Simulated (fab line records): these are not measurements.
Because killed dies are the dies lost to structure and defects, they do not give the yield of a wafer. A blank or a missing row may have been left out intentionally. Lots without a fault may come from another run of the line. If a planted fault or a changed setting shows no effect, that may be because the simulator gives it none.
fab line records	flow sky130
record lots=12	wafers=36	last_day=50
route steps=708 shown POLY_CUT@317 SD_P@328 RES_XHIGH@334 SD_N@354 PAD_OPEN@708
lots with no fault: from the same line, run without faults
start_h: start of the lot's first displayed wafer, in hours after the record's first day	wait_h: time in hours since the lot's previous step	" repeats the value in the row above	L1.1+2: several wafers, shown together as one row	- no value present, or no start provided	* or withheld: withheld	< > ~ a bound
route shown NAME@n: NAME is a module with steps in the file, n the number in the route of the first one	usual: mean/standard deviation taken from wafers without a fault	same: alike in all rows	chamber/n: place in a boat	sites: readings site by site	_std_site: the standard deviation of these	_edge_site: outer sites' mean less inner sites'	radius_mm: how far each site lies from the wafer's centre	mask NAME#n: copy n	behind: the most recent tool/chamber to have shaped the wafer	hold: why the lot went on hold/how many hours it stayed there/how the hold came to an end	device: names the non-switching transistor (n, p or np)	end of line: tests of these same wafers at the route's end	where a step has no rows: the recipe by itself	killed: count of dies lost to structure and defects at first sort (not the wafer's yield)	map: a wafer's dies, x killed, . not, _ none there
set.NAME: setting as actually run; set.NAME@STEP: the setting as run at that earlier step	model.NAME: the simulator's own value behind a step, which no gauge read
steps of the route over a sample of lots; a table a step, a row a wafer
services: from which hour (start_h, from the record's first day; less than 0 if before it) a tool's chamber was out of use, for how many hours, and why
## steps
# step SKY_POLY_CUT_ETCH_10
# recipe chemistry=N2/H2	target=BARC	ion_energy_ev=200	source_w=500	bias_w=100	pressure_mtorr=30	n2_flow_sccm=100	h2_flow_sccm=200	stop_on=SiO2	time_s=45.9	target_depth_a=600
# usual drypump_motor_current_A=5.5/0.38	oes_product_au=0.854/0.0042	throttle_valve_pct=13.225/0.009
lot.wafer	tool	chamber	start_h	wait_h	drypump_motor_current_A	oes_product_au	rf_hours_counter_h	throttle_valve_pct
L556.1	rie_diel-04	1	566.28	0.0	5.7	0.858	5	13.237
L556.2	"	3	"	"	5.0	0.843	4	13.214
L556.3	"	0	"	"	5.1	0.856	12	13.213
L558.2	rie_diel-03	1	586.03	0.0	5.4	0.851	2	13.228
L558.4	"	3	"	"	5.4	0.854	5	13.228
L558.6	"	3	"	"	5.4	0.855	-	13.246
L559.2	rie_diel-03	1	596.43	0.0	5.4	0.857	2	13.217
L559.5	"	2	"	"	5.1	0.850	-	13.221
L559.6	"	3	"	"	5.4	0.850	-	13.229
L561.1	rie_diel-03	0	621.63	0.0	5.9	0.855	23	13.247
L561.4	"	3	"	"	5.4	0.856	6	13.220
L561.5	"	3	"	"	5.4	0.854	-	13.218
L563.2	rie_diel-03	2	631.55	0.0	5.1	0.858	18	13.211
L563.5	"	3	"	"	5.4	0.853	-	13.216
L563.6	"	2	"	"	5.1	0.852	-	13.223
L566.3	rie_diel-01	3	666.90	0.0	5.3	0.850	8	13.216
L566.4	"	2	"	"	6.3	0.853	15	13.230
L566.6	"	2	"	"	6.3	0.858	-	13.219
L567.1	rie_diel-01	1	675.78	0.0	5.8	0.851	7	13.224
L567.2	"	0	"	"	5.5	0.846	6	13.236
L567.5	"	3	"	"	5.3	0.856	-	13.235
L568.1	rie_diel-01	2	676.73	0.0	6.3	0.857	15	13.217
L568.3	"	0	"	"	5.5	0.859	6	13.224
L568.6	"	2	"	"	6.3	0.859	-	13.221
L572.2	rie_diel-03	3	707.80	0.0	5.4	0.851	8	13.215
L572.3	"	1	"	"	5.4	0.853	5	13.227
L572.6	"	2	"	"	5.1	0.850	-	13.248
L571.3	rie_diel-01	0	709.85	0.0	5.5	0.847	6	13.225
L571.5	"	1	"	"	5.8	0.859	-	13.224
L571.6	"	2	"	"	6.3	0.854	-	13.216
L575.3	rie_diel-03	1	724.78	0.0	5.4	0.853	5	13.215
L575.5	"	3	"	"	5.4	0.852	-	13.214
L575.6	"	0	"	"	5.9	0.851	-	13.223
L578.2	rie_diel-03	3	748.35	0.0	5.4	0.855	10	13.221
L578.4	"	1	"	"	5.4	0.857	6	13.225
L578.5	"	0	"	"	6.0	0.849	-	13.214
# step SKY_SD_P_OVL_MEAS_08
# usual SD_P_OVL=0.8/1.6
lot.wafer	tool	chamber	start_h	wait_h	SD_P_OVL[nm]
L556.1	overlay-01	-	595.44	0.1	0.6
L556.2	"	-	"	"	-2.8
L556.3	"	-	"	"	-0.1
L558.2	overlay-01	-	616.20	0.1	1.2
L558.4	"	-	"	"	-0.9
L558.6	"	-	"	"	1.6
L559.2	overlay-01	-	626.32	0.1	2.6
L559.5	"	-	"	"	0.2
L559.6	"	-	"	"	1.7
L561.1	overlay-02	-	649.96	0.1	1.0
L561.4	"	-	"	"	-1.0
L561.5	"	-	"	"	0.9
L563.2	overlay-02	-	660.72	0.1	2.3
L563.5	"	-	"	"	2.7
L563.6	"	-	"	"	2.5
L566.3	overlay-01	-	695.15	0.1	0.1
L566.4	"	-	"	"	-0.1
L566.6	"	-	"	"	0.0
L567.1	overlay-01	-	703.36	0.1	1.7
L567.2	"	-	"	"	-0.5
L567.5	"	-	"	"	0.7
L568.1	overlay-01	-	704.84	0.1	0.2
L568.3	"	-	"	"	-0.6
L568.6	"	-	"	"	-1.5
L572.2	overlay-01	-	735.47	0.1	2.2
L572.3	"	-	"	"	1.2
L572.6	"	-	"	"	2.3
L571.3	overlay-02	-	737.25	0.1	0.0
L571.5	"	-	"	"	2.6
L571.6	"	-	"	"	0.7
L575.3	overlay-01	-	752.27	0.1	-1.7
L575.5	"	-	"	"	-3.3
L575.6	"	-	"	"	-2.6
L578.2	overlay-02	-	775.85	0.1	-1.4
L578.4	"	-	"	"	0.1
L578.5	"	-	"	"	0.3
# step SKY_RES_XHIGH_COAT_02
# recipe resist=NOVOLAK	spin_rpm=3000	resist_thk_nm=1140
# usual spin_speed_rpm=2999.7/2.3
lot.wafer	tool	chamber	start_h	wait_h	spin_speed_rpm
L556.1	litho_track-04	0	609.54	0.1	2999.1
L556.2	"	0	"	"	3002.5
L556.3	"	0	"	"	2999.4
L558.2	litho_track-01	0	630.71	0.1	3001.7
L558.4	"	0	"	"	3002.7
L558.6	"	0	"	"	2998.9
L559.2	litho_track-01	0	640.61	0.1	2999.5
L559.5	"	0	"	"	2998.1
L559.6	"	0	"	"	3000.0
L561.1	litho_track-01	0	664.04	0.1	3000.1
L561.4	"	0	"	"	2998.5
L561.5	"	0	"	"	2997.4
L563.2	litho_track-01	0	674.96	0.1	3002.9
L563.5	"	0	"	"	2996.3
L563.6	"	0	"	"	3000.6
L566.3	litho_track-02	0	710.12	0.1	3003.1
L566.4	"	0	"	"	2997.6
L566.6	"	0	"	"	3000.3
L567.1	litho_track-01	0	717.09	0.1	2438.4
L567.2	"	0	"	"	2441.1
L567.5	"	0	"	"	2436.2
L568.1	litho_track-01	0	718.49	0.1	2431.5
L568.3	"	0	"	"	2437.4
L568.6	"	0	"	"	2432.9
L572.2	litho_track-02	0	748.55	0.1	2995.6
L572.3	"	0	"	"	2997.7
L572.6	"	0	"	"	2996.7
L571.3	litho_track-02	0	750.42	0.1	3000.2
L571.5	"	0	"	"	3000.5
L571.6	"	0	"	"	3003.2
L575.3	litho_track-02	0	766.12	0.1	2997.8
L575.5	"	0	"	"	2998.6
L575.6	"	0	"	"	2997.3
L578.2	litho_track-01	0	789.31	0.1	2999.7
L578.4	"	0	"	"	2999.4
L578.5	"	0	"	"	2994.9
# step SKY_RES_XHIGH_STRIP_08
# recipe chemistry=O2/N2	power_w=1400	pressure_mtorr=1500	platen_temp_c=withheld	o2_flow_sccm=3000	n2_flow_sccm=300	overash_fraction=0.5
# usual drypump_motor_current_A=5.7/0.46	o2_flow_sccm=3001/9	oes_product_au=0.712/0.0044	strip_time_to_endpoint_s=14.25/0.039
lot.wafer	tool	chamber	start_h	wait_h	drypump_motor_current_A	o2_flow_sccm	oes_product_au	rf_hours_counter_h	strip_time_to_endpoint_s
L556.1	plasma_asher-03	1	624.99	0.1	5.9	2985	0.711	16	14.25
L556.2	"	0	"	"	6.3	2996	0.708	16	14.29
L556.3	"	1	"	"	5.9	2999	0.718	-	14.27
L558.2	plasma_asher-04	0	645.19	0.1	6.2	2998	0.709	95	14.36
L558.4	"	0	"	"	6.3	3002	0.713	-	14.31
L558.6	"	1	"	"	5.5	3010	0.712	-	14.32
L559.2	plasma_asher-04	0	655.33	0.1	6.2	3007	0.709	96	14.24
L559.5	"	1	"	"	5.5	3014	0.711	-	14.19
L559.6	"	0	"	"	6.2	3012	0.720	-	14.23
L561.1	plasma_asher-03	1	678.44	0.1	5.9	3001	0.703	22	14.26
L561.4	"	1	"	"	5.9	2981	0.711	-	14.22
L561.5	"	1	"	"	5.9	2990	0.715	-	14.26
L563.2	plasma_asher-02	0	688.89	0.1	5.2	3019	0.706	88	14.27
L563.5	"	0	"	"	5.2	3012	0.704	-	14.26
L563.6	"	1	"	"	5.2	3012	0.707	-	14.27
L566.3	plasma_asher-03	0	724.17	0.1	6.3	2999	0.714	-	14.22
L566.4	"	1	"	"	5.9	2996	0.708	-	14.24
L566.6	"	1	"	"	5.9	3001	0.708	-	14.25
L567.1	plasma_asher-02	0	731.02	0.1	5.1	3006	0.713	92	15.63
L567.2	"	1	"	"	5.2	3000	0.715	92	15.63
L567.5	"	1	"	"	5.2	2994	0.716	-	15.60
L568.1	plasma_asher-04	1	732.64	0.1	5.5	3002	0.718	104	15.65
L568.3	"	0	"	"	6.2	3000	0.717	-	15.57
L568.6	"	0	"	"	6.2	3001	0.714	-	15.59
L572.2	plasma_asher-02	0	762.67	0.1	5.1	2990	0.718	96	14.20
L572.3	"	1	"	"	5.2	2976	0.710	-	14.24
L572.6	"	0	"	"	5.1	3000	0.707	-	14.21
L571.3	plasma_asher-02	1	764.21	0.1	5.2	3001	0.717	-	14.23
L571.5	"	0	"	"	5.1	2998	0.707	-	14.18
L571.6	"	1	"	"	5.2	3003	0.716	-	14.26
L575.3	plasma_asher-04	0	779.92	0.1	6.3	3006	0.707	-	14.23
L575.5	"	0	"	"	6.3	2999	0.711	-	14.23
L575.6	"	1	"	"	5.5	2991	0.708	-	14.28
L578.2	plasma_asher-02	1	802.29	0.1	5.2	3004	0.708	100	14.26
L578.4	"	1	"	"	5.2	2996	0.712	-	14.29
L578.5	"	1	"	"	5.2	3001	0.713	-	14.32
# step SKY_SD_N_TW_MEAS_12
# usual SD_N_TW=3969/43
lot.wafer	tool	chamber	start_h	wait_h	SD_N_TW
L556.1	film_metro-03	-	654.23	0.1	3941
L556.2	"	-	"	"	3918
L556.3	"	-	"	"	3923
L558.2	film_metro-02	-	674.54	0.1	4033
L558.4	"	-	"	"	4034
L558.6	"	-	"	"	4046
L559.2	film_metro-02	-	684.45	0.1	4035
L559.5	"	-	"	"	4052
L559.6	"	-	"	"	4059
L561.1	film_metro-03	-	706.58	0.1	3915
L561.4	"	-	"	"	3913
L561.5	"	-	"	"	3939
L563.2	film_metro-01	-	717.35	0.1	4014
L563.5	"	-	"	"	3994
L563.6	"	-	"	"	4007
L566.3	film_metro-03	-	752.20	0.1	3940
L566.4	"	-	"	"	3955
L566.6	"	-	"	"	3930
L567.1	film_metro-03	-	758.81	0.1	3950
L567.2	"	-	"	"	3936
L567.5	"	-	"	"	3948
L568.1	film_metro-02	-	760.09	0.1	4042
L568.3	"	-	"	"	4053
L568.6	"	-	"	"	4028
L572.2	film_metro-03	-	790.44	0.1	3915
L572.3	"	-	"	"	3930
L572.6	"	-	"	"	3914
L571.3	film_metro-03	-	791.00	0.1	3906
L571.5	"	-	"	"	3920
L571.6	"	-	"	"	3916
L575.3	film_metro-01	-	806.15	0.1	3967
L575.5	"	-	"	"	3975
L575.6	"	-	"	"	3987
L578.2	film_metro-01	-	829.29	0.1	3987
L578.4	"	-	"	"	4000
L578.5	"	-	"	"	3986
# step SKY_PAD_OPEN_PROBE_99
# usual killed_at_M0_to_M3=43/7.7	killed_at_M4_up=3.4/1.9	killed_at_contacts=25/5.6	killed_at_front_end=14/4.3	killed_at_other=0.2/0.5	killed_dies=86/10	killed_open=47/7.2	killed_short=39/6.7
# same gross_dies=492	killed_at_back_side=0
lot.wafer	tool	chamber	start_h	wait_h	killed_at_M0_to_M3	killed_at_M4_up	killed_at_contacts	killed_at_front_end	killed_at_other	killed_dies	killed_open	killed_short
L556.1	prober-01	-	1079.14	0.1	42	2	20	17	0	81	39	42
L556.2	prober-01	-	1079.19	0.1	38	1	29	21	2	91	50	41
L556.3	prober-01	-	1079.24	0.2	41	3	28	22	0	94	52	42
L558.2	prober-01	-	1098.19	0.1	39	2	32	15	0	88	48	40
L558.4	prober-01	-	1098.29	0.2	40	5	35	15	0	95	44	51
L558.6	prober-01	-	1098.39	0.2	51	6	39	13	0	109	49	60
L559.2	prober-02	-	1105.40	0.1	47	3	29	10	0	89	49	40
L559.5	prober-02	-	1105.55	0.2	34	2	22	15	0	73	36	37
L559.6	prober-02	-	1105.60	0.2	49	6	32	12	0	99	63	36
L561.1	prober-02	-	1120.33	0.1	53	2	31	12	0	98	57	41
L561.4	prober-02	-	1120.48	0.2	41	1	25	13	1	81	40	41
L561.5	prober-02	-	1120.53	0.2	47	1	24	12	0	84	48	36
L563.2	prober-02	-	1129.59	0.1	30	2	35	17	0	84	49	35
L563.5	prober-02	-	1129.74	0.2	40	8	29	8	0	85	51	34
L563.6	prober-02	-	1129.79	0.2	40	1	18	12	0	71	40	31
L566.3	prober-01	-	1153.31	0.2	35	5	14	7	1	62	33	29
L566.4	prober-01	-	1153.36	0.2	39	4	19	13	0	75	44	31
L566.6	prober-01	-	1153.46	0.2	30	1	20	14	1	66	42	24
L567.1	prober-02	-	1154.39	0.1	39	2	29	12	0	82	46	36
L567.2	prober-02	-	1154.44	0.1	43	4	35	10	0	92	53	39
L567.5	prober-02	-	1154.59	0.2	48	5	18	17	0	88	49	39
L568.1	prober-01	-	1156.21	0.1	52	3	30	13	0	98	58	40
L568.3	prober-01	-	1156.31	0.2	43	5	27	7	0	82	43	39
L568.6	prober-01	-	1156.46	0.2	43	4	26	16	0	89	54	35
L572.2	prober-01	-	1178.05	0.1	55	5	34	13	0	107	57	50
L572.3	prober-01	-	1178.10	0.2	41	6	29	15	0	91	50	41
L572.6	prober-01	-	1178.25	0.2	43	4	23	15	0	85	44	41
L571.3	prober-01	-	1179.60	0.2	39	4	25	13	1	82	46	36
L571.5	prober-01	-	1179.70	0.2	50	2	28	21	1	102	52	50
L571.6	prober-01	-	1179.75	0.2	40	4	19	15	0	78	46	32
L575.3	prober-02	-	1189.45	0.2	42	4	24	14	0	84	39	45
L575.5	prober-02	-	1189.55	0.2	42	5	26	7	0	80	46	34
L575.6	prober-02	-	1189.60	0.2	46	3	20	19	0	88	57	31
L578.2	prober-01	-	1204.00	0.1	34	2	20	14	0	70	43	27
L578.4	prober-01	-	1204.10	0.2	38	3	26	19	0	86	54	32
L578.5	prober-01	-	1204.15	0.2	47	3	31	13	0	94	44	50
# killed by level:class
L556.1 VIA3:geometric_particle:short=8 VIA2:geometric_particle:open=7 VIA1:geometric_particle:open=7 CONTACT:geometric_particle:open=6 CONTACT:geometric_particle:short=5 METAL2:geometric_particle:short=5 LOCAL_INTERCONNECT:geometric_particle:short=4 POLY_GATE:geometric_particle:open=4
L556.2 CONTACT:geometric_particle:open=10 VIA1:geometric_particle:open=10 LI_CONTACT:geometric_particle:open=9 VIA1:geometric_particle:short=6 METAL1:geometric_particle:short=5 METAL2:geometric_particle:short=5 FIELD_ISO:geometric_particle:open=4 FIELD_ISO:geometric_particle:short=4
L556.3 CONTACT:geometric_particle:open=11 METAL2:geometric_particle:short=10 VIA1:geometric_particle:open=10 LI_CONTACT:geometric_particle:open=8 FIELD_ISO:geometric_particle:short=6 VIA3:geometric_particle:open=5 FIELD_ISO:geometric_particle:open=4 POLY_GATE:geometric_particle:open=4
L558.2 LI_CONTACT:geometric_particle:open=8 CONTACT:geometric_particle:open=8 VIA1:geometric_particle:open=8 VIA2:geometric_particle:open=7 LI_CONTACT:geometric_particle:short=6 VIA1:geometric_particle:short=5 CONTACT:geometric_particle:short=5 VIA3:geometric_particle:open=5
L558.4 LOCAL_INTERCONNECT:geometric_particle:short=9 CONTACT:geometric_particle:open=9 VIA1:geometric_particle:open=8 VIA3:geometric_particle:open=7 CONTACT:geometric_particle:short=7 FIELD_ISO:geometric_particle:open=6 LI_CONTACT:geometric_particle:open=6 METAL1:geometric_particle:short=6
L558.6 CONTACT:geometric_particle:open=14 VIA1:geometric_particle:short=10 FIELD_ISO:geometric_particle:short=9 LI_CONTACT:geometric_particle:open=9 VIA1:geometric_particle:open=8 METAL1:geometric_particle:short=7 METAL2:geometric_particle:short=7 VIA2:geometric_particle:open=6
L559.2 CONTACT:geometric_particle:open=13 VIA3:geometric_particle:open=10 LI_CONTACT:geometric_particle:open=6 VIA2:geometric_particle:short=6 VIA1:geometric_particle:open=5 VIA3:geometric_particle:short=5 VIA1:geometric_particle:short=5 FIELD_ISO:geometric_particle:short=4
L559.5 CONTACT:geometric_particle:open=9 VIA3:geometric_particle:open=9 METAL1:geometric_particle:short=8 CONTACT:geometric_particle:short=6 LOCAL_INTERCONNECT:geometric_particle:short=5 POLY_GATE:geometric_particle:open=4 POLY_GATE:geometric_particle:short=4 FIELD_ISO:geometric_particle:open=3
L559.6 VIA1:geometric_particle:open=22 CONTACT:geometric_particle:open=12 CONTACT:geometric_particle:short=8 LI_CONTACT:geometric_particle:open=6 FIELD_ISO:geometric_particle:open=5 LI_CONTACT:geometric_particle:short=4 VIA2:geometric_particle:short=4 VIA2:geometric_particle:open=4
L561.1 VIA1:geometric_particle:open=16 CONTACT:geometric_particle:open=15 LI_CONTACT:geometric_particle:open=7 METAL1:geometric_particle:short=7 VIA2:geometric_particle:open=6 VIA3:geometric_particle:short=6 CONTACT:geometric_particle:short=5 VIA1:geometric_particle:short=5
L561.4 CONTACT:geometric_particle:open=11 VIA2:geometric_particle:open=10 VIA1:geometric_particle:open=9 FIELD_ISO:geometric_particle:short=6 METAL2:geometric_particle:short=6 LOCAL_INTERCONNECT:geometric_particle:short=5 CONTACT:geometric_particle:short=5 VIA3:geometric_particle:short=5
L561.5 VIA1:geometric_particle:open=10 CONTACT:geometric_particle:open=8 VIA2:geometric_particle:short=6 LI_CONTACT:geometric_particle:open=6 VIA2:geometric_particle:open=6 POLY_GATE:geometric_particle:short=4 VIA3:geometric_particle:open=4 METAL1:geometric_particle:open=4
L563.2 CONTACT:geometric_particle:open=12 LI_CONTACT:geometric_particle:open=9 LOCAL_INTERCONNECT:geometric_particle:short=7 FIELD_ISO:geometric_particle:short=6 VIA1:geometric_particle:open=6 VIA2:geometric_particle:open=6 METAL1:geometric_particle:short=5 FIELD_ISO:geometric_particle:open=4
L563.5 VIA1:geometric_particle:open=15 CONTACT:geometric_particle:open=13 LI_CONTACT:geometric_particle:open=6 VIA1:geometric_particle:short=6 LOCAL_INTERCONNECT:geometric_particle:short=6 METAL4:geometric_particle:short=6 VIA2:geometric_particle:open=4 METAL3:geometric_particle:short=4
L563.6 VIA1:geometric_particle:open=8 CONTACT:geometric_particle:open=6 METAL1:geometric_particle:short=6 METAL2:geometric_particle:short=6 VIA2:geometric_particle:open=6 LI_CONTACT:geometric_particle:open=5 FIELD_ISO:geometric_particle:short=4 CONTACT:geometric_particle:short=4
L566.3 VIA1:geometric_particle:open=6 VIA3:geometric_particle:open=6 VIA2:geometric_particle:open=6 LI_CONTACT:geometric_particle:open=5 VIA1:geometric_particle:short=5 LOCAL_INTERCONNECT:geometric_particle:short=4 POLY_GATE:geometric_particle:short=3 METAL2:geometric_particle:short=3
L566.4 VIA1:geometric_particle:open=14 VIA1:geometric_particle:short=8 CONTACT:geometric_particle:open=6 VIA3:geometric_particle:open=6 FIELD_ISO:geometric_particle:open=4 FIELD_ISO:geometric_particle:short=4 LI_CONTACT:geometric_particle:open=4 CONTACT:geometric_particle:short=4
L566.6 VIA1:geometric_particle:open=9 LI_CONTACT:geometric_particle:open=8 CONTACT:geometric_particle:open=8 FIELD_ISO:geometric_particle:short=5 METAL1:geometric_particle:short=4 VIA2:geometric_particle:open=4 METAL3:geometric_particle:short=4 POLY_CUT:geometric_particle:open=3
L567.1 CONTACT:geometric_particle:open=11 VIA1:geometric_particle:open=9 LI_CONTACT:geometric_particle:open=8 VIA3:geometric_particle:open=6 METAL2:geometric_particle:short=6 FIELD_ISO:geometric_particle:short=5 VIA2:geometric_particle:open=5 LI_CONTACT:geometric_particle:short=4
L567.2 VIA1:geometric_particle:open=13 LI_CONTACT:geometric_particle:open=12 CONTACT:geometric_particle:open=9 VIA1:geometric_particle:short=7 CONTACT:geometric_particle:short=6 VIA2:geometric_particle:open=5 LOCAL_INTERCONNECT:geometric_particle:short=4 METAL4:geometric_particle:short=4
L567.5 VIA1:geometric_particle:open=11 LI_CONTACT:geometric_particle:open=8 VIA3:geometric_particle:open=8 VIA2:geometric_particle:open=8 CONTACT:geometric_particle:open=6 METAL1:geometric_particle:short=6 FIELD_ISO:geometric_particle:open=4 VIA1:geometric_particle:short=4
L568.1 VIA1:geometric_particle:open=12 VIA3:geometric_particle:open=12 CONTACT:geometric_particle:open=11 LI_CONTACT:geometric_particle:short=6 LI_CONTACT:geometric_particle:open=6 VIA2:geometric_particle:open=5 FIELD_ISO:geometric_particle:short=4 METAL1:geometric_particle:short=4
L568.3 VIA1:geometric_particle:open=10 CONTACT:geometric_particle:open=8 VIA3:geometric_particle:open=8 CONTACT:geometric_particle:short=7 LI_CONTACT:geometric_particle:open=6 VIA3:geometric_particle:short=5 VIA2:geometric_particle:open=4 METAL1:geometric_particle:short=4
L568.6 VIA1:geometric_particle:open=15 CONTACT:geometric_particle:open=13 VIA2:geometric_particle:open=7 LI_CONTACT:geometric_particle:open=6 METAL2:geometric_particle:short=6 FIELD_ISO:geometric_particle:short=4 VIA3:geometric_particle:open=4 METAL4:geometric_particle:short=4
L572.2 VIA1:geometric_particle:open=21 LI_CONTACT:geometric_particle:open=11 LOCAL_INTERCONNECT:geometric_particle:short=10 VIA1:geometric_particle:short=9 VIA2:geometric_particle:open=7 METAL2:geometric_particle:short=6 CONTACT:geometric_particle:open=6 CONTACT:geometric_particle:short=5
L572.3 CONTACT:geometric_particle:open=10 LI_CONTACT:geometric_particle:open=9 VIA3:geometric_particle:open=8 VIA1:geometric_particle:short=8 METAL1:geometric_particle:short=7 VIA1:geometric_particle:open=7 POLY_GATE:geometric_particle:open=6 POLY_GATE:geometric_particle:short=5
L572.6 METAL2:geometric_particle:short=12 CONTACT:geometric_particle:open=11 VIA1:geometric_particle:open=11 LI_CONTACT:geometric_particle:open=6 FIELD_ISO:geometric_particle:short=5 METAL3:geometric_particle:short=5 FIELD_ISO:geometric_particle:open=4 METAL4:geometric_particle:short=4
L571.3 CONTACT:geometric_particle:open=11 VIA1:geometric_particle:open=10 METAL2:geometric_particle:short=10 FIELD_ISO:geometric_particle:open=6 VIA2:geometric_particle:open=5 CONTACT:geometric_particle:short=4 VIA3:geometric_particle:open=4 FIELD_ISO:geometric_particle:short=3
L571.5 CONTACT:geometric_particle:open=13 METAL1:geometric_particle:short=8 POLY_GATE:geometric_particle:short=7 VIA1:geometric_particle:open=7 METAL2:geometric_particle:short=7 VIA3:geometric_particle:open=7 VIA2:geometric_particle:open=5 LI_CONTACT:geometric_particle:open=4
L571.6 VIA3:geometric_particle:open=12 VIA1:geometric_particle:open=10 CONTACT:geometric_particle:open=7 FIELD_ISO:geometric_particle:short=6 METAL1:geometric_particle:short=5 CONTACT:geometric_particle:short=4 FIELD_ISO:geometric_particle:open=3 LI_CONTACT:geometric_particle:short=3
L575.3 CONTACT:geometric_particle:open=9 VIA3:geometric_particle:open=7 VIA1:geometric_particle:open=6 METAL2:geometric_particle:short=6 VIA2:geometric_particle:short=6 CONTACT:geometric_particle:short=5 FIELD_ISO:geometric_particle:short=4 LI_CONTACT:geometric_particle:open=4
L575.5 VIA2:geometric_particle:open=12 CONTACT:geometric_particle:open=9 VIA3:geometric_particle:open=8 LOCAL_INTERCONNECT:geometric_particle:short=7 CONTACT:geometric_particle:short=6 METAL2:geometric_particle:short=5 VIA1:geometric_particle:open=5 METAL1:geometric_particle:short=4
L575.6 VIA2:geometric_particle:open=13 VIA1:geometric_particle:open=10 VIA3:geometric_particle:open=9 CONTACT:geometric_particle:open=6 FIELD_ISO:geometric_particle:open=5 POLY_GATE:geometric_particle:short=4 POLY_GATE:geometric_particle:open=4 LI_CONTACT:geometric_particle:open=4
L578.2 LI_CONTACT:geometric_particle:open=11 METAL1:geometric_particle:short=7 VIA1:geometric_particle:open=7 VIA2:geometric_particle:open=7 FIELD_ISO:geometric_particle:short=4 FIELD_ISO:geometric_particle:open=3 POLY_GATE:geometric_particle:open=3 CONTACT:geometric_particle:open=3
L578.4 CONTACT:geometric_particle:open=10 LI_CONTACT:geometric_particle:open=9 VIA2:geometric_particle:open=8 VIA3:geometric_particle:open=7 FIELD_ISO:geometric_particle:short=5 VIA1:geometric_particle:open=5 VIA2:geometric_particle:short=3 CONTACT:geometric_particle:short=3
L578.5 VIA3:geometric_particle:open=10 CONTACT:geometric_particle:open=10 METAL1:geometric_particle:short=9 LOCAL_INTERCONNECT:geometric_particle:short=8 VIA1:geometric_particle:short=7 VIA1:geometric_particle:open=7 CONTACT:geometric_particle:short=6 FIELD_ISO:geometric_particle:short=4
## services
tool	chamber	start_h	hours	kind
rie_diel-04	2	565.90	4.1	repair
rie_diel-01	2	579.01	5.2	repair
plasma_asher-03	-	579.54	2.8	pm
plasma_asher-02	-	591.06	4.3	pm
rie_diel-04	3	597.48	12.1	repair
plasma_asher-04	-	616.64	4.3	repair
rie_diel-03	1	628.60	11.6	repair
rie_diel-03	0	632.41	2.9	repair
plasma_asher-02	-	635.22	11.1	pm
plasma_asher-03	-	648.99	1.8	repair
plasma_asher-02	-	653.62	4.9	repair
rie_diel-01	-	678.21	0.6	repair
rie_diel-04	-	723.35	0.5	repair
rie_diel-03	3	732.77	3.8	repair
plasma_asher-04	-	733.75	9.0	pm
plasma_asher-04	0	733.75	9.0	vent_cycle
plasma_asher-04	1	733.75	9.0	vent_cycle
plasma_asher-04	0	742.75	-	clean
plasma_asher-04	1	742.75	-	clean
rie_diel-03	2	766.97	14.4	repair
plasma_asher-02	-	783.75	1.5	repair
## key
first_sign step=SKY_RES_XHIGH_COAT_02	reading=spin_speed_rpm	direction=down	sigmas=99+	usual=2999.7	struck=2436.3
effect step=SKY_RES_XHIGH_STRIP_08	reading=strip_time_to_endpoint_s	direction=up	sigmas=35	usual=*	struck=*
met_at SKY_RES_XHIGH_COAT_02
struck_lots L567,L568
tester_left_out L567,L568
not_acting_at SKY_POLY_CUT_ETCH_10,SKY_SD_P_OVL_MEAS_08,SKY_SD_N_TW_MEAS_12
onset_between 674.96 717.09
fault kind=process_parameter_drift	tool=litho_track-01	chamber=-	onset_h=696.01	steps=SKY_RES_XHIGH_COAT_02	channel=spin_rpm	offset=-565.04	shape=step	end_h=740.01	acts_in=these_recipes_only	stated=3000
# tester_left_out: of these lots the tester's yield and bins aren't shown, on N5 and GAA mostly nor the transistor test; their killed dies are dies lost to structure and defects alone, not to doping, threshold or leakage, so they don't give the yield
